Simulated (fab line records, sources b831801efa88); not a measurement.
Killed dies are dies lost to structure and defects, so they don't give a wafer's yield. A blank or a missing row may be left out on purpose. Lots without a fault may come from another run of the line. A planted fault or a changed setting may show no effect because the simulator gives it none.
Which tool did it? | flow gf180mcu | 12 lots, 36 wafers sampled, at 7 steps of a route of 602

WHAT THE GAUGES READ, wafer by wafer
GF_CONTACT_THK_MEAS_03. Usual: CONTACT_CVD_02_THK 861 nm, standard deviation 11.
lot  | measured     | on            | CONTACT_CVD_02_THK (nm) | flag
L593 | day 15 00:29 | film_metro-02 | 852 862 873             |
L594 | day 15 09:53 | film_metro-04 | 855 862 867             |
L596 | day 16 00:52 | film_metro-03 | 842 859 855             |
L597 | day 16 12:16 | film_metro-02 | 860 858 862             |
L598 | day 16 22:50 | film_metro-03 | 844 855 851             |
L606 | day 20 05:27 | film_metro-03 | 848 852 855             |
L609 | day 20 23:26 | film_metro-02 | 853 859 875             |
L610 | day 21 11:23 | film_metro-03 | 871 880 860             |
L611 | day 21 14:31 | film_metro-04 | 853 853 857             |
L613 | day 22 15:12 | film_metro-02 | 844 865 865             |
L615 | day 22 21:10 | film_metro-04 | 849 854 871             |
L616 | day 23 10:23 | film_metro-02 | 865 867 869             |

GF_CONTACT_RS_MEAS_25: measures by four-point-probe. Usual: CONTACT_W_RS 0.381 ohm/sq, standard deviation 0.0068.
lot  | measured     | on            | CONTACT_W_RS (ohm/sq) | flag
L593 | day 15 22:47 | film_metro-03 | 0.385 0.377 0.383     |
L594 | day 16 08:30 | film_metro-03 | 0.367 0.382 0.367     |
L596 | day 16 23:49 | film_metro-04 | 0.383 0.386 0.386     |
L597 | day 17 11:50 | film_metro-04 | 0.377 0.334 0.381     |
L598 | day 17 22:53 | film_metro-03 | 0.382 0.337 0.388     |
L606 | day 21 07:11 | film_metro-02 | 0.382 0.386 0.385     |
L609 | day 22 00:16 | film_metro-03 | 0.382 0.382 0.387     |
L610 | day 22 12:20 | film_metro-04 | 0.388 0.390 0.393     |
L611 | day 22 15:32 | film_metro-04 | 0.370 0.386 0.372     |
L613 | day 23 14:56 | film_metro-02 | 0.382 0.384 0.384     |
L615 | day 23 20:46 | film_metro-03 | 0.388 0.384 0.388     |
L616 | day 24 10:14 | film_metro-04 | 0.381 0.387 0.377     |

GF_CONTACT_THK_MEAS_26: measures by xrf. Usual: CONTACT_W_THK 306 nm, standard deviation 6.2.
lot  | measured     | on            | CONTACT_W_THK (nm) | flag
L593 | day 15 22:53 | film_metro-03 | 306 308 303        |
L594 | day 16 08:36 | film_metro-03 | 322 308 321        |
L596 | day 16 23:56 | film_metro-04 | 303 299 301        |
L597 | day 17 11:57 | film_metro-04 | 312 351 307        |
L598 | day 17 23:01 | film_metro-03 | 304 343 300        |
L606 | day 21 07:18 | film_metro-02 | 305 302 302        |
L609 | day 22 00:23 | film_metro-03 | 305 306 303        |
L610 | day 22 12:26 | film_metro-04 | 298 297 295        |
L611 | day 22 15:40 | film_metro-04 | 315 300 312        |
L613 | day 23 15:02 | film_metro-02 | 306 303 305        |
L615 | day 23 20:53 | film_metro-03 | 299 302 299        |
L616 | day 24 10:21 | film_metro-04 | 306 301 312        |

GF_M1_CD_MEAS_14: target cd 230 nm. Usual: cd_nm 229.9 nm, standard deviation 1.3.
lot  | measured     | on        | cd_nm (nm)        | flag
L593 | day 16 21:21 | cd_sem-01 | 228.6 228.4 227.9 |
L594 | day 17 08:07 | cd_sem-01 | 231.6 231.3 232.3 |
L596 | day 17 23:31 | cd_sem-01 | 230.2 231.6 231.0 |
L597 | day 18 12:52 | cd_sem-01 | 232.1 231.5 231.2 |
L598 | day 18 23:52 | cd_sem-01 | 230.2 230.9 231.7 |
L606 | day 22 07:11 | cd_sem-01 | 231.0 230.4 230.8 |
L609 | day 23 00:22 | cd_sem-02 | 228.6 228.0 227.4 |
L610 | day 23 11:50 | cd_sem-01 | 230.0 230.1 231.0 |
L611 | day 23 14:59 | cd_sem-01 | 232.1 233.0 232.8 |
L613 | day 24 13:54 | cd_sem-02 | 228.4 229.5 229.2 |
L615 | day 24 19:08 | cd_sem-01 | 228.8 229.9 228.3 |
L616 | day 25 08:20 | cd_sem-02 | 228.9 231.0 229.4 |

GF_V1_THK_MEAS_03. Usual: V1_CVD_02_THK 851 nm, standard deviation 11.
lot  | measured     | on            | V1_CVD_02_THK (nm) | flag
L593 | day 16 22:22 | film_metro-03 | 851 854 873        |
L594 | day 17 09:07 | film_metro-03 | 857 873 870        |
L596 | day 18 00:32 | film_metro-02 | 839 856 857        |
L597 | day 18 13:55 | film_metro-02 | 852 847 873        |
L598 | day 19 00:54 | film_metro-01 | 854 851 855        |
L606 | day 22 08:12 | film_metro-02 | 839 851 859        |
L609 | day 23 01:31 | film_metro-02 | 841 852 859        |
L610 | day 23 12:51 | film_metro-01 | 860 854 855        |
L611 | day 23 16:01 | film_metro-03 | 849 846 839        |
L613 | day 24 14:55 | film_metro-03 | 846 847 857        |
L615 | day 24 20:11 | film_metro-01 | 854 850 848        |
L616 | day 25 09:25 | film_metro-01 | 833 830 845        |

WHICH TOOL RAN EACH LOT (tool, then ch and the chambers of the sampled wafers, then the start)
lot  | GF_CONTACT_CVD_24             | GF_CONTACT_CMP_27
L593 | cvd_w-02 ch 0,1, day 15 22:40 | cmp-01 ch 1,2,3, day 15 23:02
L594 | cvd_w-01 ch 0,1, day 16 08:22 | cmp-02 ch 0,1,2, day 16 08:41
L596 | cvd_w-02 ch 0,1, day 16 23:43 | cmp-01 ch 1,2, day 16 23:59
L597 | cvd_w-02 ch 0,1, day 17 11:44 | cmp-02 ch 1,2,3, day 17 12:04
L598 | cvd_w-02 ch 0,1, day 17 22:47 | cmp-02 ch 1,2, day 17 23:14
L606 | cvd_w-02 ch 0,1, day 21 07:05 | cmp-02 ch 0,1,2, day 21 07:28
L609 | cvd_w-02 ch 1, day 22 00:10   | cmp-02 ch 1,3, day 22 00:26
L610 | cvd_w-02 ch 0,1, day 22 12:13 | cmp-02 ch 0,1,3, day 22 12:37
L611 | cvd_w-01 ch 0,1, day 22 15:26 | cmp-02 ch 0,1,3, day 22 15:43
L613 | cvd_w-01 ch 0, day 23 14:49   | cmp-02 ch 0,1, day 23 15:07
L615 | cvd_w-02 ch 0,1, day 23 20:40 | cmp-01 ch 1,3, day 23 20:57
L616 | cvd_w-01 ch 0,1, day 24 10:07 | cmp-02 ch 0,2,3, day 24 10:30
- GF_CONTACT_CVD_24: deposits W, target thk 300 nm, time 90.339 s.
- GF_CONTACT_CMP_27: polishes, stops on SiO2, t overpolish 15 s, target thk 0 nm.

WHAT THE TOOLS THEMSELVES READ (means of the sampled wafers that have a number; where no wafer has one, the mark that the record gives instead)
GF_CONTACT_CVD_24. Usual: heater_power_w 821 W, standard deviation 80.
lot  | tool     | heater_power_w (W) | flag
L593 | cvd_w-02 | 892                |
L594 | cvd_w-01 | 859                |
L596 | cvd_w-02 | 886                |
L597 | cvd_w-02 | 878                |
L598 | cvd_w-02 | 887                |
L606 | cvd_w-02 | 872                |
L609 | cvd_w-02 | 902                |
L610 | cvd_w-02 | 898                |
L611 | cvd_w-01 | 792                |
L613 | cvd_w-01 | 711                |
L615 | cvd_w-02 | 887                |
L616 | cvd_w-01 | 791                |

GF_CONTACT_CMP_27. Usual: motor_current_A 10.3 A, standard deviation 1.3; time_to_endpoint_s 71.0 s, standard deviation 2.6.
lot  | tool   | motor_current_A (A) | time_to_endpoint_s (s) | flag
L593 | cmp-01 | 12.0                | 71.2                   |
L594 | cmp-02 | 10.0                | 73.3                   |
L596 | cmp-01 | 11.1                | 74.8                   |
L597 | cmp-02 | 9.3                 | 75.8                   |
L598 | cmp-02 | 9.6                 | 75.4                   |
L606 | cmp-02 | 9.9                 | 67.1                   |
L609 | cmp-02 | 9.4                 | 71.8                   |
L610 | cmp-02 | 9.8                 | 72.1                   |
L611 | cmp-02 | 9.8                 | 72.9                   |
L613 | cmp-02 | 9.5                 | 70.2                   |
L615 | cmp-01 | 12.6                | 73.3                   |
L616 | cmp-02 | 10.6                | 69.9                   |

THE ANSWER, worked out from the rows above alone
Rule: a lot is off if the mean of its wafers that have a number lies more than 3 standard deviations from the usual mean. A lot without any number at a reading at which 4 lots or more have one is off too. The other lots that the step has rows for count as sound. The gauges are gone through in route order, then the tools' own readings, and for those a lot's mean is taken as printed above. The first step at which some lot is off is used, and at that step the reading that is off furthest; a lot without a number counts as furthest.
No lot is off at any reading shown: from this, nothing can be told.

WHAT THE SIMULATOR HAD PUT IN
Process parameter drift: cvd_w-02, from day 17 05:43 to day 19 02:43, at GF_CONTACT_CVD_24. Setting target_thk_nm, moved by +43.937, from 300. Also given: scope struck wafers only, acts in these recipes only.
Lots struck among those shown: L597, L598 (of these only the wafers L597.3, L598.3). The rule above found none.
